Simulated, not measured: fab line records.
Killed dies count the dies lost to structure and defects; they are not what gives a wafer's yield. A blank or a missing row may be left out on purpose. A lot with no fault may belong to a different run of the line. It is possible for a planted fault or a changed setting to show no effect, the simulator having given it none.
A lot that was struck, set against a sound lot -- flow sky130 -- 14 steps out of a route of 708
Sound: wafers L856.1, L856.4, L856.5. Wafers L868.1, L868.3, L868.6 were the ones struck. Last of all comes the cause.
At each step with rows: each side's tool, then ch and its chambers, then its first start. Under that, the readings that differ: sound wafers -- struck wafers -- difference of the means -- sigmas: that difference in standard deviations of wafers without a fault.
alike: readings with means less than 2 such deviations apart, plus words and numbers identical on both sides. not compared: withheld readings, readings lacking a value on some wafer, bounds such as >300 that could conceal the same value, and numbers that have no deviation in the record and whose values overlap.
The two part at a step that has a row with sigmas, a row that says differs or no value, or rows on one side only. Numbers that have no deviation but don't overlap get no sigmas and don't part them. A reading missing from all wafers of one side parts the sides only when that side holds two or more wafers.

first, 3 steps without rows for these wafers: SKY_FIELD_ISO_CLEAN_20 (cleans in dHF, time 20 s); SKY_FIELD_ISO_WET_ETCH_21 (etches SiO2 in dHF, target depth 20 nm, time 400 s); SKY_FIELD_ISO_OXIDATION_22 (stabilise 600 s, purge 300 s, target thk 10 nm).
SKY_FIELD_ISO_THK_MEAS_23:
  struck on filmMetro-03, day 5 23:22; sound on filmMetro-04, day 3 12:49
  alike: FIELD_ISO_OXIDATION_01_THK
then, 1 step without rows for these wafers: SKY_FIELD_ISO_CVD_24 (deposits SiO2, target thk 595 nm, time 99.2 s).
SKY_FIELD_ISO_THK_MEAS_25:
  struck on filmMetro-03, day 5 23:30; sound on filmMetro-02, day 3 12:57
  alike: FIELD_ISO_CVD_24_THK
then, 1 step without rows for these wafers: SKY_FIELD_ISO_ANNEAL_26 (time 1800 s).
SKY_FIELD_ISO_CMP_27: polishes, stops on Si3N4, t overpolish 16 s, target thk 457.8 nm.
  sound on cmp-02 ch 0,2, day 3 15:00; struck on cmp-02 ch 1,3, day 6 01:04
  alike: headPressurePsi, motorCurrentA, overpolishRunS, timeToEndpointS
then, 4 steps without rows for these wafers: SKY_FIELD_ISO_WET_ETCH_28 (etches SiO2 in dHF, target depth 23.7 nm, time 47 s); SKY_FIELD_ISO_WET_ETCH_29 (etches Si3N4 in H3PO4, target depth 160 nm, time 1825 s); SKY_FIELD_ISO_WET_ETCH_30 (etches SiO2 in dHF, target depth 25 nm, time 50 s); SKY_NWELL_CLEAN_00 (cleans in SC1/SC2, time 150 s).
SKY_NWELL_OXIDATION_01: stabilise 600 s, purge 300 s, target thk 10 nm.
  sound on furnace-01 ch 0, day 3 15:55; struck on furnace-02, day 6 03:43
  no value came back on the struck wafers for oxTempC (C), oxTempCMax, zonePowerBottomPct (%), zonePowerTopPct (%); on the sound wafers oxTempC (C) reads 899.9 899.6 900.4
then, 1 step without rows for these wafers: SKY_DNWELL_DEHYDRATE_00 (time 60 s).

== WHERE THEY PART ==
Only at SKY_NWELL_OXIDATION_01, as far as this record shows.

WHY: whatever the simulator had introduced
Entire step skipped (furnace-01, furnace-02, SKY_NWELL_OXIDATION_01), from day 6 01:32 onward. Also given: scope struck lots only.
